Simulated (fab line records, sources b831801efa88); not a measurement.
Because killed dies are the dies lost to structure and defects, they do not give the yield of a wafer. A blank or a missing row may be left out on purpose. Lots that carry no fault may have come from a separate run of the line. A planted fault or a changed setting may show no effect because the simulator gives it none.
What tool caused it? || flow gf180mcu || 12 lots with 36 wafers sampled at 5 steps, on a route of 602 steps

WHAT THE GAUGES READ, wafer by wafer
GF_DUAL_GATE_THK_MEAS_03. Usual: DUAL_GATE_OXIDATION_00_THK 10.85 nm, standard deviation 0.26.
{"lot": "L800", "measured": "day 7 22:08", "on": "film-metro-02", "DUAL_GATE_OXIDATION_00_THK (nm)": "10.75 10.92 10.91", "flag": ""}
{"lot": "L801", "measured": "day 8 04:53", "on": "film-metro-02", "DUAL_GATE_OXIDATION_00_THK (nm)": "10.94 10.71 10.89", "flag": ""}
{"lot": "L803", "measured": "day 8 11:55", "on": "film-metro-02", "DUAL_GATE_OXIDATION_00_THK (nm)": "10.70 10.55 10.98", "flag": ""}
{"lot": "L805", "measured": "day 9 00:41", "on": "film-metro-04", "DUAL_GATE_OXIDATION_00_THK (nm)": "10.68 10.37 10.57", "flag": ""}
{"lot": "L806", "measured": "day 9 05:58", "on": "film-metro-04", "DUAL_GATE_OXIDATION_00_THK (nm)": "10.64 10.52 10.49", "flag": ""}
{"lot": "L812", "measured": "day 11 04:05", "on": "film-metro-04", "DUAL_GATE_OXIDATION_00_THK (nm)": "10.69 10.61 10.80", "flag": ""}
{"lot": "L813", "measured": "day 11 15:44", "on": "film-metro-02", "DUAL_GATE_OXIDATION_00_THK (nm)": "17.20 17.22 17.05", "flag": "OFF"}
{"lot": "L815", "measured": "day 11 20:26", "on": "film-metro-02", "DUAL_GATE_OXIDATION_00_THK (nm)": "16.86 16.87 16.95", "flag": "OFF"}
{"lot": "L818", "measured": "day 12 20:50", "on": "film-metro-02", "DUAL_GATE_OXIDATION_00_THK (nm)": "10.84 10.68 10.90", "flag": ""}
{"lot": "L819", "measured": "day 13 00:49", "on": "film-metro-04", "DUAL_GATE_OXIDATION_00_THK (nm)": "10.67 10.68 10.80", "flag": ""}
{"lot": "L822", "measured": "day 13 20:06", "on": "film-metro-02", "DUAL_GATE_OXIDATION_00_THK (nm)": "10.63 10.83 10.59", "flag": ""}
{"lot": "L823", "measured": "day 14 02:10", "on": "film-metro-04", "DUAL_GATE_OXIDATION_00_THK (nm)": "10.90 10.72 10.90", "flag": ""}

GF_POLY_GATE_THK_MEAS_01. Usual: POLY_GATE_CVD_00_THK 200.5 nm, standard deviation 2.1.
{"lot": "L800", "measured": "day 8 17:46", "on": "film-metro-03", "POLY_GATE_CVD_00_THK (nm)": "200.3 198.7 198.8", "flag": ""}
{"lot": "L801", "measured": "day 8 23:50", "on": "film-metro-03", "POLY_GATE_CVD_00_THK (nm)": "202.1 200.2 202.9", "flag": ""}
{"lot": "L803", "measured": "day 9 07:40", "on": "film-metro-04", "POLY_GATE_CVD_00_THK (nm)": "197.4 198.4 196.6", "flag": ""}
{"lot": "L805", "measured": "day 9 21:29", "on": "film-metro-04", "POLY_GATE_CVD_00_THK (nm)": "200.6 203.2 201.8", "flag": ""}
{"lot": "L806", "measured": "day 10 02:01", "on": "film-metro-04", "POLY_GATE_CVD_00_THK (nm)": "200.7 199.7 197.6", "flag": ""}
{"lot": "L812", "measured": "day 12 02:19", "on": "film-metro-03", "POLY_GATE_CVD_00_THK (nm)": "199.4 200.4 201.4", "flag": ""}
{"lot": "L813", "measured": "day 12 15:02", "on": "film-metro-04", "POLY_GATE_CVD_00_THK (nm)": "197.0 198.8 197.4", "flag": ""}
{"lot": "L815", "measured": "day 12 20:44", "on": "film-metro-02", "POLY_GATE_CVD_00_THK (nm)": "199.8 198.9 199.0", "flag": ""}
{"lot": "L818", "measured": "day 13 19:59", "on": "film-metro-02", "POLY_GATE_CVD_00_THK (nm)": "203.0 205.7 203.0", "flag": ""}
{"lot": "L819", "measured": "day 13 23:31", "on": "film-metro-03", "POLY_GATE_CVD_00_THK (nm)": "199.3 200.6 201.3", "flag": ""}
{"lot": "L822", "measured": "day 14 20:43", "on": "film-metro-04", "POLY_GATE_CVD_00_THK (nm)": "201.1 201.2 202.8", "flag": ""}
{"lot": "L823", "measured": "day 15 02:49", "on": "film-metro-04", "POLY_GATE_CVD_00_THK (nm)": "197.9 199.7 197.0", "flag": ""}

WHAT TOOL EACH LOT RAN ON (gives the tool, then ch and the chambers of the sampled wafers, and finally the start)
{"lot": "L800", "GF_MVPSD_STRIP_10": "plasma-asher-02 ch 0,1, day 5 06:21", "GF_VT_IMPLANT_STRIP_09": "plasma-asher-02 ch 0,1, day 5 20:38", "GF_DUAL_GATE_OXIDATION_02": "furnace-01 ch 0, day 7 20:41"}
{"lot": "L801", "GF_MVPSD_STRIP_10": "plasma-asher-04 ch 0,1, day 5 10:52", "GF_VT_IMPLANT_STRIP_09": "plasma-asher-02 ch 0,1, day 6 00:35", "GF_DUAL_GATE_OXIDATION_02": "furnace-01 ch 0, day 8 03:27"}
{"lot": "L803", "GF_MVPSD_STRIP_10": "plasma-asher-01 ch 0,1, day 5 19:41", "GF_VT_IMPLANT_STRIP_09": "plasma-asher-04 ch 0,1, day 6 10:29", "GF_DUAL_GATE_OXIDATION_02": "furnace-01 ch 0, day 8 10:28"}
{"lot": "L805", "GF_MVPSD_STRIP_10": "plasma-asher-04 ch 0,1, day 6 07:18", "GF_VT_IMPLANT_STRIP_09": "plasma-asher-03 ch 0,1, day 6 21:55", "GF_DUAL_GATE_OXIDATION_02": "furnace-02 ch 0, day 8 23:13"}
{"lot": "L806", "GF_MVPSD_STRIP_10": "plasma-asher-02 ch 0,1, day 6 11:35", "GF_VT_IMPLANT_STRIP_09": "plasma-asher-02 ch 0,1, day 7 02:50", "GF_DUAL_GATE_OXIDATION_02": "furnace-02 ch 0, day 9 04:31"}
{"lot": "L812", "GF_MVPSD_STRIP_10": "plasma-asher-04 ch 0,1, day 8 04:45", "GF_VT_IMPLANT_STRIP_09": "plasma-asher-04 ch 0,1, day 8 20:32", "GF_DUAL_GATE_OXIDATION_02": "furnace-02 ch 0, day 11 02:38"}
{"lot": "L813", "GF_MVPSD_STRIP_10": "plasma-asher-04 ch 1, day 8 13:51", "GF_VT_IMPLANT_STRIP_09": "plasma-asher-04 ch 0,1, day 9 06:08", "GF_DUAL_GATE_OXIDATION_02": "furnace-01 ch 0, day 11 14:16"}
{"lot": "L815", "GF_MVPSD_STRIP_10": "plasma-asher-02 ch 0,1, day 8 18:52", "GF_VT_IMPLANT_STRIP_09": "plasma-asher-04 ch 0,1, day 9 12:12", "GF_DUAL_GATE_OXIDATION_02": "furnace-01 ch 0, day 11 18:58"}
{"lot": "L818", "GF_MVPSD_STRIP_10": "plasma-asher-02 ch 0,1, day 9 13:21", "GF_VT_IMPLANT_STRIP_09": "plasma-asher-03 ch 0,1, day 10 06:59", "GF_DUAL_GATE_OXIDATION_02": "furnace-02 ch 0, day 12 19:23"}
{"lot": "L819", "GF_MVPSD_STRIP_10": "plasma-asher-01 ch 0,1, day 9 18:41", "GF_VT_IMPLANT_STRIP_09": "plasma-asher-03 ch 0,1, day 10 11:59", "GF_DUAL_GATE_OXIDATION_02": "furnace-02 ch 0, day 12 23:22"}
{"lot": "L822", "GF_MVPSD_STRIP_10": "plasma-asher-02 ch 0,1, day 10 11:28", "GF_VT_IMPLANT_STRIP_09": "plasma-asher-03 ch 0,1, day 11 06:03", "GF_DUAL_GATE_OXIDATION_02": "furnace-02 ch 0, day 13 18:38"}
{"lot": "L823", "GF_MVPSD_STRIP_10": "plasma-asher-01 ch 0,1, day 10 17:53", "GF_VT_IMPLANT_STRIP_09": "plasma-asher-04 ch 0,1, day 11 13:01", "GF_DUAL_GATE_OXIDATION_02": "furnace-02 ch 0, day 14 00:41"}
- GF_MVPSD_STRIP_10: strips in O2/N2.
- GF_VT_IMPLANT_STRIP_09: strips in O2/N2.
- GF_DUAL_GATE_OXIDATION_02: stabilise 600 s, purge 300 s, target thk 10.887 nm.

WHAT THE TOOLS THEMSELVES READ (means of the sampled wafers that have a number; where no wafer has one, the mark that the record gives instead)
GF_MVPSD_STRIP_10. Usual: drypump-motor-current-A 5.9 A, standard deviation 0.43; heater-power-w 333 W, standard deviation 20; n2-flow-sccm 300.1 sccm, standard deviation 0.86; oes-product-au 0.722 a.u., standard deviation 0.0048; strip-time-to-endpoint-s 36.95 s, standard deviation 0.11.
{"lot": "L800", "tool": "plasma-asher-02", "drypump-motor-current-A (A)": 6.1, "heater-power-w (W)": 352, "n2-flow-sccm (sccm)": 300.5, "oes-product-au (a.u.)": 0.724, "strip-time-to-endpoint-s (s)": 36.95, "flag": ""}
{"lot": "L801", "tool": "plasma-asher-04", "drypump-motor-current-A (A)": 5.8, "heater-power-w (W)": 338, "n2-flow-sccm (sccm)": 300.2, "oes-product-au (a.u.)": 0.720, "strip-time-to-endpoint-s (s)": 36.76, "flag": ""}
{"lot": "L803", "tool": "plasma-asher-01", "drypump-motor-current-A (A)": 5.9, "heater-power-w (W)": 316, "n2-flow-sccm (sccm)": 300.7, "oes-product-au (a.u.)": 0.729, "strip-time-to-endpoint-s (s)": 37.00, "flag": ""}
{"lot": "L805", "tool": "plasma-asher-04", "drypump-motor-current-A (A)": 5.8, "heater-power-w (W)": 338, "n2-flow-sccm (sccm)": 301.3, "oes-product-au (a.u.)": 0.719, "strip-time-to-endpoint-s (s)": 36.90, "flag": ""}
{"lot": "L806", "tool": "plasma-asher-02", "drypump-motor-current-A (A)": 6.1, "heater-power-w (W)": 348, "n2-flow-sccm (sccm)": 299.9, "oes-product-au (a.u.)": 0.726, "strip-time-to-endpoint-s (s)": 37.02, "flag": ""}
{"lot": "L812", "tool": "plasma-asher-04", "drypump-motor-current-A (A)": 5.8, "heater-power-w (W)": 339, "n2-flow-sccm (sccm)": 300.7, "oes-product-au (a.u.)": 0.724, "strip-time-to-endpoint-s (s)": 37.14, "flag": ""}
{"lot": "L813", "tool": "plasma-asher-04", "drypump-motor-current-A (A)": 5.8, "heater-power-w (W)": 351, "n2-flow-sccm (sccm)": 301.6, "oes-product-au (a.u.)": 0.724, "strip-time-to-endpoint-s (s)": 36.95, "flag": ""}
{"lot": "L815", "tool": "plasma-asher-02", "drypump-motor-current-A (A)": 6.4, "heater-power-w (W)": 331, "n2-flow-sccm (sccm)": 299.5, "oes-product-au (a.u.)": 0.720, "strip-time-to-endpoint-s (s)": 36.84, "flag": ""}
{"lot": "L818", "tool": "plasma-asher-02", "drypump-motor-current-A (A)": 6.1, "heater-power-w (W)": 346, "n2-flow-sccm (sccm)": 299.5, "oes-product-au (a.u.)": 0.723, "strip-time-to-endpoint-s (s)": 36.78, "flag": ""}
{"lot": "L819", "tool": "plasma-asher-01", "drypump-motor-current-A (A)": 5.9, "heater-power-w (W)": 321, "n2-flow-sccm (sccm)": 300.4, "oes-product-au (a.u.)": 0.720, "strip-time-to-endpoint-s (s)": 36.93, "flag": ""}
{"lot": "L822", "tool": "plasma-asher-02", "drypump-motor-current-A (A)": 6.4, "heater-power-w (W)": 332, "n2-flow-sccm (sccm)": 299.8, "oes-product-au (a.u.)": 0.720, "strip-time-to-endpoint-s (s)": 37.00, "flag": ""}
{"lot": "L823", "tool": "plasma-asher-01", "drypump-motor-current-A (A)": 5.9, "heater-power-w (W)": 313, "n2-flow-sccm (sccm)": 300.1, "oes-product-au (a.u.)": 0.724, "strip-time-to-endpoint-s (s)": 37.10, "flag": ""}

GF_VT_IMPLANT_STRIP_09. Usual: drypump-motor-current-A 5.7 A, standard deviation 0.6; heater-power-w 341 W, standard deviation 17; n2-flow-sccm 300.1 sccm, standard deviation 0.81; oes-product-au 0.716 a.u., standard deviation 0.0045; strip-time-to-endpoint-s 12.63 s, standard deviation 0.032.
{"lot": "L800", "tool": "plasma-asher-02", "drypump-motor-current-A (A)": 6.0, "heater-power-w (W)": 349, "n2-flow-sccm (sccm)": 300.4, "oes-product-au (a.u.)": 0.715, "strip-time-to-endpoint-s (s)": 12.66, "flag": ""}
{"lot": "L801", "tool": "plasma-asher-02", "drypump-motor-current-A (A)": 6.4, "heater-power-w (W)": 332, "n2-flow-sccm (sccm)": 300.1, "oes-product-au (a.u.)": 0.720, "strip-time-to-endpoint-s (s)": 12.62, "flag": ""}
{"lot": "L803", "tool": "plasma-asher-04", "drypump-motor-current-A (A)": 5.8, "heater-power-w (W)": 332, "n2-flow-sccm (sccm)": 300.2, "oes-product-au (a.u.)": 0.713, "strip-time-to-endpoint-s (s)": 12.70, "flag": ""}
{"lot": "L805", "tool": "plasma-asher-03", "drypump-motor-current-A (A)": 5.0, "heater-power-w (W)": 344, "n2-flow-sccm (sccm)": 300.0, "oes-product-au (a.u.)": 0.711, "strip-time-to-endpoint-s (s)": 12.60, "flag": ""}
{"lot": "L806", "tool": "plasma-asher-02", "drypump-motor-current-A (A)": 6.4, "heater-power-w (W)": 332, "n2-flow-sccm (sccm)": 300.2, "oes-product-au (a.u.)": 0.717, "strip-time-to-endpoint-s (s)": 12.66, "flag": ""}
{"lot": "L812", "tool": "plasma-asher-04", "drypump-motor-current-A (A)": 5.8, "heater-power-w (W)": 335, "n2-flow-sccm (sccm)": 299.3, "oes-product-au (a.u.)": 0.715, "strip-time-to-endpoint-s (s)": 12.63, "flag": ""}
{"lot": "L813", "tool": "plasma-asher-04", "drypump-motor-current-A (A)": 5.8, "heater-power-w (W)": 338, "n2-flow-sccm (sccm)": 300.5, "oes-product-au (a.u.)": 0.716, "strip-time-to-endpoint-s (s)": 12.66, "flag": ""}
{"lot": "L815", "tool": "plasma-asher-04", "drypump-motor-current-A (A)": 5.8, "heater-power-w (W)": 333, "n2-flow-sccm (sccm)": 300.0, "oes-product-au (a.u.)": 0.713, "strip-time-to-endpoint-s (s)": 12.62, "flag": ""}
{"lot": "L818", "tool": "plasma-asher-03", "drypump-motor-current-A (A)": 5.0, "heater-power-w (W)": 348, "n2-flow-sccm (sccm)": 300.1, "oes-product-au (a.u.)": 0.721, "strip-time-to-endpoint-s (s)": 12.64, "flag": ""}
{"lot": "L819", "tool": "plasma-asher-03", "drypump-motor-current-A (A)": 5.5, "heater-power-w (W)": 341, "n2-flow-sccm (sccm)": 299.5, "oes-product-au (a.u.)": 0.717, "strip-time-to-endpoint-s (s)": 12.64, "flag": ""}
{"lot": "L822", "tool": "plasma-asher-03", "drypump-motor-current-A (A)": 5.0, "heater-power-w (W)": 343, "n2-flow-sccm (sccm)": 300.1, "oes-product-au (a.u.)": 0.715, "strip-time-to-endpoint-s (s)": 12.61, "flag": ""}
{"lot": "L823", "tool": "plasma-asher-04", "drypump-motor-current-A (A)": 5.8, "heater-power-w (W)": 340, "n2-flow-sccm (sccm)": 300.0, "oes-product-au (a.u.)": 0.716, "strip-time-to-endpoint-s (s)": 12.66, "flag": ""}

GF_DUAL_GATE_OXIDATION_02. Usual: spike-tc-lower-C at 899.6 C, with a standard deviation of 1.1.
{"lot": "L800", "tool": "furnace-01", "spike-tc-lower-C (C)": 898.9, "flag": ""}
{"lot": "L801", "tool": "furnace-01", "spike-tc-lower-C (C)": 898.7, "flag": ""}
{"lot": "L803", "tool": "furnace-01", "spike-tc-lower-C (C)": 899.0, "flag": ""}
{"lot": "L805", "tool": "furnace-02", "spike-tc-lower-C (C)": 900.4, "flag": ""}
{"lot": "L806", "tool": "furnace-02", "spike-tc-lower-C (C)": 901.0, "flag": ""}
{"lot": "L812", "tool": "furnace-02", "spike-tc-lower-C (C)": 900.6, "flag": ""}
{"lot": "L813", "tool": "furnace-01", "spike-tc-lower-C (C)": 898.2, "flag": ""}
{"lot": "L815", "tool": "furnace-01", "spike-tc-lower-C (C)": 899.4, "flag": ""}
{"lot": "L818", "tool": "furnace-02", "spike-tc-lower-C (C)": 901.1, "flag": ""}
{"lot": "L819", "tool": "furnace-02", "spike-tc-lower-C (C)": 900.0, "flag": ""}
{"lot": "L822", "tool": "furnace-02", "spike-tc-lower-C (C)": 899.6, "flag": ""}
{"lot": "L823", "tool": "furnace-02", "spike-tc-lower-C (C)": 901.5, "flag": ""}

THE ANSWER, worked out from the rows above alone
Rule: a lot is off if the mean of its wafers that have a number lies more than 3 standard deviations from the usual mean. Also off: a lot with no number at a reading for which 4 or more lots have one. All remaining lots with rows at the step are treated as sound. After the gauges, taken in route order, come the tools' own readings; for these a lot's mean is taken, as printed above. The first step at which some lot is off is used, and at that step the reading that is off furthest; a lot without a number counts as furthest.
Off: at GF_DUAL_GATE_THK_MEAS_03 (DUAL_GATE_OXIDATION_00_THK), L813, L815.
A tool fits if, at a process step before that reading, it ran every lot that is off, and no sound lot after the first of them. The gauges at GF_DUAL_GATE_THK_MEAS_03 are tried like those tools. One fits: furnace-01 at GF_DUAL_GATE_OXIDATION_02. Its last sound lot is L803 (day 8 10:28), its first lot that is off L813 (day 11 14:16): a fault that began between those two fits.

WHAT THE SIMULATOR HAD PUT IN
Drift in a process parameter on furnace-01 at GF_DUAL_GATE_OXIDATION_02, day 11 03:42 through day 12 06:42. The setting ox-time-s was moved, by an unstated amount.
Struck lots among those shown: L813, L815. The rule above found the same.
